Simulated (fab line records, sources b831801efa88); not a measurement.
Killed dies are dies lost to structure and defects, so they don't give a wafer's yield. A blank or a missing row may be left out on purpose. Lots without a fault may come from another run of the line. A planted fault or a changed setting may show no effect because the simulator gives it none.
Chamber matching | flow sky130 | SKY_METAL4_ETCH_17 on rie_diel-02: 4 sister chambers
The step etches SiO2 in C4F8/O2/Ar, stops on TiN, time 3.9 s, target depth 15 nm. 20 wafers are shown with their chamber, then 10 later ones without.

WAFERS WITH THEIR CHAMBER
wafer  | chamber | bias_w (W) | oes_product_au (a.u.)
L075.1 | 3       | 1195       | 0.754
L075.3 | 1       | 1202       | 0.752
L075.6 | 0       | 1203       | 0.756
L077.2 | 2       | 1204       | 0.753
L077.3 | 3       | 1198       | 0.760
L077.6 | 0       | 1201       | 0.766
L078.2 | 0       | 1207       | 0.754
L078.3 | 1       | 1198       | 0.749
L078.6 | 2       | 1196       | 0.757
L080.1 | 1       | 1196       | 0.743
L080.4 | 2       | 1200       | 0.745
L080.5 | 2       | 1198       | 0.767
L082.1 | 3       | 1201       | 0.732
L082.2 | 2       | 1199       | 0.763
L082.3 | 0       | 1201       | 0.740
L086.1 | 2       | 1208       | 0.737
L086.3 | 0       | 1198       | 0.759
L086.6 | 1       | 1195       | 0.746
L088.1 | 0       | 1200       | 0.749
L088.3 | 2       | 1198       | 0.741

SIGNATURES (means of the wafers above)
reading        | chamber 0 | chamber 1 | chamber 2 | chamber 3 | scatter within a chamber
bias_w         | 1201.67   | 1197.75   | 1200.43   | 1198.00   | 3.52
oes_product_au | 0.75400   | 0.74750   | 0.75186   | 0.74867   | 0.0101
Rule: a wafer's distance from a chamber is the root of the sum, over the readings, of the square of ((its reading less the chamber's mean) divided by the reading's scatter). The wafer belongs to the nearest chamber; if the next one is less than 2 further off, it can't be placed. The scatter: the root of (the sum of the squares of (reading less its chamber's mean) over the shown wafers, divided by (wafers less chambers)).

WAFERS WITHOUT THEIR CHAMBER
wafer  | bias_w (W) | oes_product_au (a.u.)
L088.6 | 1204       | 0.751
L089.1 | 1204       | 0.747
L089.2 | 1205       | 0.739
L089.3 | 1201       | 0.752
L092.1 | 1201       | 0.751
L092.2 | 1201       | 0.756
L092.6 | 1201       | 0.766
L097.1 | 1204       | 0.763
L097.4 | 1201       | 0.751
L097.5 | 1197       | 0.764

WHICH CHAMBER EACH WENT THROUGH
wafer  | from the rows above               | in truth
L088.6 | can't be placed: 0 or 2 or 3 or 1 | 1
L089.1 | can't be placed: 0 or 2 or 3 or 1 | 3
L089.2 | can't be placed: 0 or 2 or 3 or 1 | 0
L089.3 | can't be placed: 2 or 0 or 3 or 1 | 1
L092.1 | can't be placed: 2 or 0 or 3 or 1 | 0
L092.2 | can't be placed: 0 or 2 or 3 or 1 | 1
L092.6 | can't be placed: 0 or 2 or 3 or 1 | 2
L097.1 | can't be placed: 0 or 2 or 3 or 1 | 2
L097.4 | can't be placed: 2 or 0 or 3 or 1 | 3
L097.5 | can't be placed: 3 or 2 or 1 or 0 | 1
Placed correctly: 0 of 10. Can't be placed from these rows: 10 (the true chamber is among the candidates in 10). Placed wrongly: 0.
